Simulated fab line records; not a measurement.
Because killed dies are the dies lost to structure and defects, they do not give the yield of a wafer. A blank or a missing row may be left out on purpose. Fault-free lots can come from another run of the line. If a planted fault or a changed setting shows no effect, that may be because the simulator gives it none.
Chamber matching	flow sky130	SKY_FIELD_ISO_ETCH_17 on rie si-02 has 4 sister chambers
The step etches Si in HBr/Cl2/O2, target depth 342 nm, time 97.7 s. 4 wafers are shown with their chamber, then 7 later ones without.

== WAFERS, EACH WITH ITS CHAMBER ==
wafer	chamber	drypump motor current A (A)
L108.1	2	5.8
L108.2	3	5.3
L108.3	0	5.6
L109.2	1	6.1

== WAFERS MISSING THEIR CHAMBER ==
wafer	drypump motor current A (A)
L109.3	5.6
L109.6	6.1
L111.2	5.6
L111.3	5.9
L111.4	6.1
L119.4	5.2
L120.4	5.6

== EACH ONE'S CHAMBER ==
wafer	from the rows above	in truth
L109.3	0	0
L109.6	1	1
L111.2	0	0
L111.3	can't be placed: 2 or 1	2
L111.4	1	1
L119.4	3	3
L120.4	0	0
Correctly placed: 6 of 7. From these rows, 1 cannot be placed; in 1 the true chamber is one of the candidates. 0 placed wrongly.
How it was worked out, from the rows above alone: a wafer's distance from a chamber is the root of the sum, over the readings, of the square of ((its reading less the chamber's mean) divided by the reading's scatter). The wafer belongs to the nearest chamber; if the next one is less than 2 further off, it can't be placed. A chamber's mean is the mean of its shown wafers. The scatter: root of mean squared gap, hidden wafer to nearest shown wafer, with one shown wafer a chamber.
